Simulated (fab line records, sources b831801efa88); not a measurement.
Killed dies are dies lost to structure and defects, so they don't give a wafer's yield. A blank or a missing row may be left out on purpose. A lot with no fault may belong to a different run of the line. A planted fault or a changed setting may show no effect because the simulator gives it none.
fab line records    flow sky130
record lots=6  wafers=18  last_day=49
route steps=708 shown VIA1@460 PAD_OPEN@708
lots with no fault: from the same line, run without faults
start_h: start of the lot's first displayed wafer, in hours after the record's first day    wait_h: hours from the lot's prior step to this one    " identical to the entry in the row above    L1.1+2: one row covering several wafers at once    - either no value or no given start    * or withheld: withheld    < > ~ a bound
route shown NAME@n: NAME is a module with steps in the file, n the number in the route of the first one    usual: the fault-free wafers' mean and standard deviation    same: alike in all rows    chamber/n: place in a boat    sites: readings site by site    _std_site: standard deviation of those values    _edge_site: the outer-site mean with the inner-site mean subtracted    radius_mm: for every site, how far away it sits from the centre of the wafer    mask NAME#n: copy n    behind: the tool/chamber that last shaped the wafer    hold: reason for holding the lot/hours on hold/outcome of the hold    device: whichever transistor did not switch (one of n, p or np)    end of line: the tests these same wafers got at the end of their route    for a step that has no rows: nothing shown but its recipe    killed: not the wafer's yield, but the dies lost to structure and defects at the first sort    map: shows each die of a wafer: x if killed, . if not, _ if none is there
set.NAME: the setting as run; set.NAME@STEP: as run at that earlier step    model.NAME: the simulator's own value behind a step, which no gauge read
lots seen at some steps along the route; tables by step, rows by wafer
services: a tool's chamber out of use, with start hour (start_h, from the record's first day; less than 0 if before it), hours out, and reason
## steps
# step SKY_VIA1_CMP_02
# recipe material=SiO2  down_force_psi=4  platen_rpm=60  pad_velocity_m_s=0.94248
# usual motor_current_A=13.0/1.5
lot.wafer  tool    chamber  start_h  wait_h  motor_current_A
L364.3     cmp-01  1        801.76   0.1     11.0
L364.4     "       2        "        "       13.6
L364.5     "       0        "        "       11.0
L368.2     cmp-02  2        830.97   0.1     15.0
L368.1     "       0        "        "       11.0
L368.5     "       1        "        "       13.0
L375.2     cmp-02  1        904.65   0.0     13.2
L375.3     "       2        "        "       14.4
L375.1     "       0        "        "       11.0
L377.3     cmp-01  2        905.64   0.0     14.1
L377.1     "       0        "        "       10.4
L377.2     "       1        "        "       11.4
L374.1     cmp-02  0        906.21   0.1     11.4
L374.3     "       1        "        "       12.8
L374.6     "       1        "        "       12.6
L376.4     cmp-01  2        906.70   0.2     13.7
L376.3     "       3        "        "       14.8
L376.5     "       2        "        "       13.9
# step SKY_VIA1_BOW_MEAS_03
# recipe mode=bow
# usual VIA1_BOW=79/7.4
lot.wafer  tool           chamber  start_h  wait_h  VIA1_BOW[um]
L364.3     film_metro-04  -        802.05   0.2     69
L364.4     "              -        "        "       70
L364.5     "              -        "        "       78
L368.1     film_metro-03  -        831.26   0.1     67
L368.2     "              -        "        "       70
L368.5     "              -        "        "       76
L375.1     film_metro-03  -        904.95   0.1     78
L375.2     "              -        "        "       86
L375.3     "              -        "        "       102
L377.1     film_metro-03  -        905.94   0.1     84
L377.2     "              -        "        "       75
L377.3     "              -        "        "       86
L374.1     film_metro-02  -        906.51   0.2     86
L374.3     "              -        "        "       80
L374.6     "              -        "        "       79
L376.3     film_metro-02  -        907.04   0.2     90
L376.4     "              -        "        "       83
L376.5     "              -        "        "       90
# step SKY_VIA1_DEHYDRATE_04
# recipe temp_c=200  time_s=60
# step SKY_VIA1_HMDS_05
# recipe prime_time_s=60  prime_temp_c=120
# step SKY_VIA1_COAT_06
# recipe resist=BARC  temp_c=withheld  time_s=withheld  spin_rpm=3000  resist_thk_nm=60
# step SKY_VIA1_COAT_07
# recipe resist=KrF-thick  spin_rpm=3000  resist_thk_nm=450
# step SKY_VIA1_SOFTBAKE_08
# recipe temp_c=100  time_s=90  resist=KrF-thick
# step SKY_VIA1_EXPOSE_09
# recipe mask_id=VIM  na=0.8  source_shape=annular  sigma_inner=0.55  sigma_outer=0.85  target_cd_nm=150  dose_mj=38
# step SKY_VIA1_PEB_10
# recipe peb_temp_c=withheld  peb_time_s=withheld  resist=KrF-thick
# step SKY_VIA1_DEVELOP_11
# recipe develop_time_s=60  resist=KrF-thick  dev_temp_c=21
# step SKY_VIA1_CD_MEAS_12
# recipe target_cd_nm=150
# usual cd_nm=149.5/1.8
lot.wafer  tool       chamber  start_h  wait_h  cd_nm
L364.3     cd_sem-02  -        827.97   -       148.5
L364.4     "          -        "        "       147.5
L364.5     "          -        "        "       146.7
L368.1     cd_sem-02  -        857.38   -       149.2
L368.2     "          -        "        "       151.6
L368.5     "          -        "        "       150.3
L375.1     cd_sem-01  -        930.04   -       148.2
L375.2     "          -        "        "       149.7
L375.3     "          -        "        "       150.4
L377.1     cd_sem-01  -        931.25   -       149.0
L377.2     "          -        "        "       148.0
L377.3     "          -        "        "       151.0
L374.1     cd_sem-01  -        931.54   -       150.0
L374.3     "          -        "        "       150.4
L374.6     "          -        "        "       150.0
L376.3     cd_sem-02  -        932.12   -       150.3
L376.4     "          -        "        "       149.5
L376.5     "          -        "        "       149.0
# step SKY_VIA1_OVL_MEAS_13
# usual VIA1_OVL=-1/5.4
lot.wafer  tool        chamber  start_h  wait_h  VIA1_OVL[nm]
L364.3     overlay-02  -        828.06   0.1     -2
L364.4     "           -        "        "       -2
L364.5     "           -        "        "       0
L368.1     overlay-02  -        857.50   0.1     4
L368.2     "           -        "        "       1
L368.5     "           -        "        "       0
L375.1     overlay-02  -        930.16   0.1     1
L375.2     "           -        "        "       3
L375.3     "           -        "        "       3
L377.1     overlay-01  -        931.37   0.1     1
L377.2     "           -        "        "       1
L377.3     "           -        "        "       2
L374.1     overlay-01  -        931.66   0.1     -5
L374.3     "           -        "        "       -2
L374.6     "           -        "        "       -2
L376.3     overlay-02  -        932.21   0.1     -1
L376.4     "           -        "        "       10
L376.5     "           -        "        "       2
# step SKY_VIA1_ETCH_14
# recipe chemistry=N2/H2  target=BARC  ion_energy_ev=200  source_w=500  bias_w=100  pressure_mtorr=30  n2_flow_sccm=100  h2_flow_sccm=200  stop_on=SiO2  time_s=45.9  target_depth_a=600
# usual drypump_motor_current_A=5.6/0.61  oes_product_au=0.856/0.0052  rf_fwd_power_W=494.6/1.9  throttle_valve_pct=13.225/0.0092
lot.wafer  tool         chamber  start_h  wait_h  drypump_motor_current_A  oes_product_au  rf_fwd_power_W  rf_hours_counter_h  throttle_valve_pct  model.KrF-thick_of_VIA1_COAT_07.thk_nm
L364.3     rie_diel-03  1        828.09   0.0     6.2                      0.854           494.5           2                   13.222              393
L364.4     "            3        "        "       5.2                      0.857           495.8           33                  13.224              392.3
L364.5     "            2        "        "       6.5                      0.854           495.2           -                   13.216              393.7
L368.1     rie_diel-02  3        857.54   0.0     5.3                      0.861           497.3           8                   13.230              391.6
L368.2     "            2        "        "       5.2                      0.850           495.4           8                   13.227              393.5
L368.5     "            2        "        "       5.2                      0.853           494.5           -                   13.221              391
L375.1     rie_diel-03  1        930.20   0.0     6.3                      0.859           496.7           6                   13.230              396
L375.2     "            2        "        "       6.5                      0.860           494.9           17                  13.215              394.4
L375.3     "            3        "        "       5.2                      0.855           493.3           2                   13.232              394.9
L377.1     rie_diel-02  2        931.41   0.0     5.3                      0.857           575.6           10                  13.239              385.8
L377.2     "            3        "        "       5.4                      0.858           577.2           10                  13.226              385.9
L377.3     "            2        "        "       5.2                      0.863           575.4           -                   13.238              387.2
L374.1     rie_diel-03  3        931.70   0.0     5.2                      0.857           493.4           3                   13.219              394.4
L374.3     "            1        "        "       6.2                      0.853           495.3           6                   13.217              394.7
L374.6     "            3        "        "       5.2                      0.852           494.4           -                   13.237              396.6
L376.3     rie_diel-02  1        932.24   0.0     5.0                      0.852           575.0           2                   13.214              390.1
L376.4     "            2        "        "       5.2                      0.844           574.4           -                   13.227              387.1
L376.5     "            1        "        "       4.9                      0.857           574.9           -                   13.215              387.1
# step SKY_VIA1_ETCH_15
# recipe target=SiO2  chemistry=C4F8/O2/Ar  target_depth_nm=351  stop_on=TiN  mask_material=KrF-thick  source_w=1500  bias_w=1200  pressure_mtorr=40  c4f8_flow_sccm=withheld  O2_flow_sccm=6  Ar_flow_sccm=300  time_s=54
# usual oes_product_au=0.981/0.0057  rf_fwd_power_W=1485/5
lot.wafer  tool         chamber  start_h  wait_h  oes_product_au  rf_fwd_power_W  rf_hours_counter_h  model.KrF-thick_of_VIA1_COAT_07.thk_nm
L364.3     rie_diel-03  1        828.13   0.0     0.974           1486            2                   324.2
L364.4     "            3        "        "       0.978           1485            33                  322.6
L364.5     "            2        "        "       0.977           1478            -                   323.9
L368.1     rie_diel-02  3        857.58   0.0     0.981           1493            8                   321.1
L368.2     "            2        "        "       0.995           1493            8                   322.9
L368.5     "            2        "        "       0.989           1497            -                   320.4
L375.1     rie_diel-03  1        930.24   0.0     0.987           1481            6                   326.7
L375.2     "            2        "        "       0.982           1486            17                  324.5
L375.3     "            3        "        "       0.988           1488            2                   325.4
L377.1     rie_diel-02  2        931.47   0.0     0.984           1490            10                  315.5
L377.2     "            3        "        "       0.985           1493            10                  315.2
L377.3     "            2        "        "       0.981           1485            -                   316.7
L374.1     rie_diel-03  3        931.74   0.0     0.977           1491            3                   324.1
L374.3     "            1        "        "       0.977           1488            6                   324.9
L374.6     "            3        "        "       0.979           1484            -                   326.4
L376.3     rie_diel-02  1        932.28   0.0     0.978           1491            2                   320.7
L376.4     "            2        "        "       0.987           1484            -                   317.3
L376.5     "            1        "        "       0.985           1488            -                   317.4
# step SKY_VIA1_STRIP_16
# recipe chemistry=O2/N2  power_w=1400  pressure_mtorr=1500  platen_temp_c=withheld  o2_flow_sccm=3000  n2_flow_sccm=300  overash_fraction=0.5
# usual drypump_motor_current_A=6.0/0.52  oes_product_au=0.417/0.005  strip_time_to_endpoint_s=4.470/0.019
lot.wafer  tool             chamber  start_h  wait_h  drypump_motor_current_A  oes_product_au  rf_hours_counter_h  strip_time_to_endpoint_s
L364.3     plasma_asher-02  1        828.21   0.1     6.2                      0.419           -                   4.481
L364.4     "                0        "        "       5.0                      0.416           -                   4.448
L364.5     "                1        "        "       6.2                      0.419           -                   4.471
L368.1     plasma_asher-04  0        857.62   0.0     6.3                      0.412           42                  4.448
L368.2     "                1        "        "       6.2                      0.420           42                  4.456
L368.5     "                1        "        "       6.2                      0.420           -                   4.448
L375.1     plasma_asher-03  1        930.28   0.0     5.9                      0.415           112                 4.489
L375.2     "                0        "        "       6.5                      0.422           112                 4.477
L375.3     "                0        "        "       6.5                      0.414           -                   4.507
L377.1     plasma_asher-03  1        931.54   0.0     5.9                      0.414           113                 4.375
L377.2     "                0        "        "       6.5                      0.413           113                 4.379
L377.3     "                0        "        "       6.5                      0.419           -                   4.391
L374.1     plasma_asher-04  0        931.78   0.0     6.3                      0.415           49                  4.474
L374.3     "                1        "        "       6.2                      0.416           -                   4.479
L374.6     "                0        "        "       6.2                      0.416           -                   4.506
L376.3     plasma_asher-02  1        932.36   0.1     6.2                      0.416           -                   4.437
L376.4     "                0        "        "       5.0                      0.414           -                   4.411
L376.5     "                1        "        "       6.2                      0.409           -                   4.405
# step SKY_VIA1_STRIP_17
# recipe chemistry=post_etch_residue_remover  time_s=1200  temp_c=72.5
# step SKY_PAD_OPEN_PROBE_99
# usual defect_limited_yield=82.5/2.1  killed_at_M0_to_M3=43/6.8  killed_at_M4_up=3.2/1.7  killed_at_contacts=24/5.6  killed_at_front_end=15/4.7  killed_at_other=0.3/0.59  killed_dies=86/10  killed_open=47/6.8  killed_short=39/6.4  sort_bin_3_pad_short=0.9/0.42  sort_bin_5_function=10.5/1.6  sort_bin_6_memory=6.2/1.1  sort_n_pass=406/10  sort_yield_pct=82.5/2.1
# same gross_dies=492  killed_at_back_side=0  sort_bin_4_leakage[%]=0  sort_bin_8_speed[%]=0
lot.wafer  tool       chamber  start_h  wait_h  defect_limited_yield[%]  killed_at_M0_to_M3  killed_at_M4_up  killed_at_contacts  killed_at_front_end  killed_at_other  killed_dies  killed_open  killed_short  sort_bin_3_pad_short[%]  sort_bin_5_function[%]  sort_bin_6_memory[%]  sort_n_pass  sort_yield_pct[%]
L364.3     prober-01  -        1104.31  0.2     82.7                     42                  0                30                  10                   3                85           41           43            1.2                      10.8                    5.3                   407          82.7
L364.4     prober-01  -        1104.36  0.2     79.5                     59                  5                23                  13                   1                101          54           46            1.8                      12.2                    6.5                   391          79.5
L364.5     prober-01  -        1104.41  0.2     85.4                     40                  4                18                  10                   0                72           46           26            0.4                      10.6                    3.7                   420          85.4
L368.1     prober-01  -        1125.50  0.1     81.1                     60                  2                26                  5                    0                93           47           45            0.6                      10.8                    7.5                   399          81.1
L368.2     prober-01  -        1125.55  0.1     81.3                     47                  3                25                  17                   0                92           51           40            1.0                      12.4                    5.3                   400          81.3
L368.5     prober-01  -        1125.70  0.2     83.1                     47                  3                24                  8                    1                83           48           34            0.4                      7.9                     8.5                   409          83.1
L375.1     prober-01  -        1178.98  0.1     85.8                     41                  1                16                  12                   0                70           38           32            0.8                      7.7                     5.7                   422          85.8
L375.2     prober-01  -        1179.03  0.1     86.2                     30                  2                19                  17                   0                68           32           36            1.0                      7.7                     5.1                   424          86.2
L375.3     prober-01  -        1179.08  0.2     83.5                     38                  3                31                  8                    1                81           44           37            1.4                      7.5                     7.5                   411          83.5
L377.1     prober-02  -        1180.56  0.1     83.3                     43                  2                20                  16                   1                82           36           45            1.0                      9.6                     6.1                   410          83.3
L377.2     prober-02  -        1180.61  0.1     87.6                     28                  2                14                  17                   0                61           28           33            1.2                      7.5                     3.7                   431          87.6
L377.3     prober-02  -        1180.66  0.2     82.3                     39                  3                31                  14                   0                87           44           43            1.6                      9.8                     6.3                   405          82.3
L374.1     prober-01  -        1182.06  0.1     86.2                     33                  3                23                  9                    0                68           40           28            1.0                      7.7                     5.1                   424          86.2
L374.3     prober-01  -        1182.16  0.2     82.7                     47                  1                24                  13                   0                85           45           40            1.8                      8.5                     6.9                   407          82.7
L374.6     prober-01  -        1182.31  0.2     82.7                     43                  2                27                  13                   0                85           37           48            1.0                      10.4                    5.9                   407          82.7
L376.3     prober-02  -        1182.16  0.2     80.1                     38                  3                37                  19                   1                98           60           38            0.8                      11.8                    7.3                   394          80.1
L376.4     prober-02  -        1182.21  0.2     82.5                     32                  3                34                  16                   1                86           43           43            0.6                      9.8                     7.1                   406          82.5
L376.5     prober-02  -        1182.26  0.2     82.3                     48                  1                20                  18                   0                87           59           28            0.6                      10.0                    7.1                   405          82.3
# killed by level:class
L364.3 VIA1:geometric_particle:open=10 CONTACT:geometric_particle:open=8 LOCAL_INTERCONNECT:geometric_particle:short=7 LI_CONTACT:geometric_particle:open=7 CONTACT:geometric_particle:short=6 VIA3:geometric_particle:open=6 METAL2:geometric_particle:short=6 VIA1:geometric_particle:short=5
L364.4 VIA1:geometric_particle:open=11 VIA2:geometric_particle:open=10 CONTACT:geometric_particle:open=10 METAL2:geometric_particle:short=10 VIA3:geometric_particle:open=9 METAL1:geometric_particle:short=6 POLY_GATE:geometric_particle:short=4 VIA1:geometric_particle:short=4
L364.5 VIA1:geometric_particle:open=9 VIA2:geometric_particle:open=8 CONTACT:geometric_particle:open=8 VIA1:geometric_particle:short=8 LI_CONTACT:geometric_particle:open=4 VIA3:geometric_particle:open=4 METAL1:geometric_particle:short=3 METAL2:geometric_particle:short=3
L368.1 VIA1:geometric_particle:open=15 METAL1:geometric_particle:short=11 LOCAL_INTERCONNECT:geometric_particle:short=9 VIA2:geometric_particle:open=9 CONTACT:geometric_particle:short=6 VIA3:geometric_particle:open=6 CONTACT:geometric_particle:open=5 METAL2:geometric_particle:short=5
L368.2 VIA3:geometric_particle:open=11 VIA1:geometric_particle:open=8 VIA1:geometric_particle:short=7 VIA2:geometric_particle:open=7 LI_CONTACT:geometric_particle:open=6 LOCAL_INTERCONNECT:geometric_particle:short=6 CONTACT:geometric_particle:open=5 METAL2:geometric_particle:short=5
L368.5 VIA1:geometric_particle:open=10 VIA2:geometric_particle:open=9 VIA3:geometric_particle:open=9 CONTACT:geometric_particle:open=7 VIA1:geometric_particle:short=7 LI_CONTACT:geometric_particle:short=6 LI_CONTACT:geometric_particle:open=5 CONTACT:geometric_particle:short=4
L375.1 VIA3:geometric_particle:open=9 CONTACT:geometric_particle:open=8 VIA1:geometric_particle:short=5 METAL1:geometric_particle:short=5 POLY_GATE:geometric_particle:open=4 VIA1:geometric_particle:open=4 METAL2:geometric_particle:short=4 FIELD_ISO:geometric_particle:open=3
L375.2 CONTACT:geometric_particle:open=7 CONTACT:geometric_particle:short=6 POLY_GATE:geometric_particle:short=6 FIELD_ISO:geometric_particle:short=5 VIA1:geometric_particle:open=5 FIELD_ISO:geometric_particle:open=4 VIA2:geometric_particle:open=4 VIA3:geometric_particle:open=4
L375.3 LI_CONTACT:geometric_particle:open=11 CONTACT:geometric_particle:open=10 METAL1:geometric_particle:short=6 VIA1:geometric_particle:open=6 METAL2:geometric_particle:short=6 VIA2:geometric_particle:short=5 VIA2:geometric_particle:open=5 FIELD_ISO:geometric_particle:open=4
L377.1 METAL2:geometric_particle:short=10 CONTACT:geometric_particle:open=8 VIA1:geometric_particle:open=8 VIA3:geometric_particle:open=8 FIELD_ISO:geometric_particle:short=4 POLY_GATE:geometric_particle:short=4 LI_CONTACT:geometric_particle:short=4 VIA2:geometric_particle:open=4
L377.2 VIA1:geometric_particle:open=6 METAL2:geometric_particle:short=5 FIELD_ISO:geometric_particle:short=4 LI_CONTACT:geometric_particle:open=4 METAL1:geometric_particle:short=4 POLY_GATE:geometric_particle:open=3 POLY_GATE:geometric_particle:short=3 CONTACT:geometric_particle:open=3
L377.3 CONTACT:geometric_particle:open=9 LI_CONTACT:geometric_particle:open=8 POLY_GATE:geometric_particle:short=6 LI_CONTACT:geometric_particle:short=6 VIA3:geometric_particle:open=6 VIA1:geometric_particle:short=5 VIA3:geometric_particle:short=5 LOCAL_INTERCONNECT:geometric_particle:short=4
L374.1 CONTACT:geometric_particle:open=10 VIA1:geometric_particle:open=5 VIA2:geometric_particle:open=5 METAL1:geometric_particle:short=5 VIA3:geometric_particle:open=5 LI_CONTACT:geometric_particle:open=4 LI_CONTACT:geometric_particle:short=4 VIA1:geometric_particle:short=4
L374.3 VIA1:geometric_particle:open=8 CONTACT:geometric_particle:open=8 VIA3:geometric_particle:open=8 LOCAL_INTERCONNECT:geometric_particle:short=6 VIA3:geometric_particle:short=6 METAL1:geometric_particle:short=6 METAL2:geometric_particle:short=6 LI_CONTACT:geometric_particle:open=5
L376.3 CONTACT:geometric_particle:open=18 VIA1:geometric_particle:open=14 LI_CONTACT:geometric_particle:short=7 LI_CONTACT:geometric_particle:open=7 VIA3:geometric_particle:open=5 FIELD_ISO:geometric_particle:short=4 METAL2:geometric_particle:open=4 VIA2:geometric_particle:open=4
L376.4 CONTACT:geometric_particle:open=15 CONTACT:geometric_particle:short=7 VIA1:geometric_particle:open=6 METAL2:geometric_particle:short=5 LOCAL_INTERCONNECT:geometric_particle:short=5 VIA2:geometric_particle:open=5 VIA3:geometric_particle:open=5 FIELD_ISO:geometric_particle:short=4
L376.5 VIA1:geometric_particle:open=13 VIA2:geometric_particle:open=9 CONTACT:geometric_particle:open=7 VIA3:geometric_particle:open=7 LI_CONTACT:geometric_particle:open=6 CONTACT:geometric_particle:short=5 METAL2:geometric_particle:short=5 FIELD_ISO:geometric_particle:short=4
L374.6 CONTACT:geometric_particle:open=10 VIA1:geometric_particle:short=9 METAL1:geometric_particle:short=8 LI_CONTACT:geometric_particle:open=7 POLY_GATE:geometric_particle:short=6 VIA2:geometric_particle:short=5 LOCAL_INTERCONNECT:geometric_particle:short=5 VIA2:geometric_particle:open=5
## services
tool             chamber  start_h  hours  kind
plasma_asher-02  -        788.03   0.9    repair
cmp-01           -        792.24   4.7    pm
rie_diel-03      3        809.12   12.9   repair
cmp-01           -        819.24   15.2   pm
rie_diel-02      1        825.34   -      clean
rie_diel-02      1        825.34   18.0   scheduled_down
rie_diel-02      1        825.34   18.0   vent_cycle
rie_diel-03      3        832.59   -      clean
rie_diel-03      3        832.59   26.1   scheduled_down
rie_diel-03      3        832.59   26.1   vent_cycle
plasma_asher-04  -        840.38   3.2    repair
plasma_asher-03  -        868.46   1.5    repair
rie_diel-02      3        878.38   3.5    repair
rie_diel-03      2        900.53   1.7    repair
cmp-01           -        903.06   1.9    repair
cmp-02           -        909.36   3.7    repair
cmp-01           -        918.48   4.0    pm
cmp-01           -        922.48   -      consumable_replace:conditioner
cmp-01           -        922.48   -      consumable_replace:pad
rie_diel-02      0        923.89   -      clean
rie_diel-02      0        923.89   19.5   scheduled_down
rie_diel-02      0        923.89   19.5   vent_cycle
rie_diel-02      1        927.62   3.8    repair
## key
first_sign step=SKY_VIA1_ETCH_14  reading=rf_fwd_power_W  direction=up  sigmas=42  usual=494.6  struck=575.4
effect step=SKY_VIA1_STRIP_16  reading=strip_time_to_endpoint_s  direction=down  sigmas=3.6  usual=*  struck=*
model_effect step=SKY_VIA1_ETCH_14  value=KrF-thick_of_VIA1_COAT_07.thk_nm  without=393.3  struck=387.2
model_effect step=SKY_VIA1_ETCH_15  value=KrF-thick_of_VIA1_COAT_07.thk_nm  without=323.3  struck=317.1
met_at SKY_VIA1_ETCH_14
struck_wafers L376.3,L376.4,L376.5,L377.1,L377.2,L377.3
onset_between 857.54 931.41
fault kind=process_parameter_drift  tool=rie_diel-02  chamber=-  onset_h=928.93  steps=SKY_VIA1_ETCH_14  channel=source_w  offset=80  shape=step  end_h=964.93  acts_in=these_recipes_only  stated=500
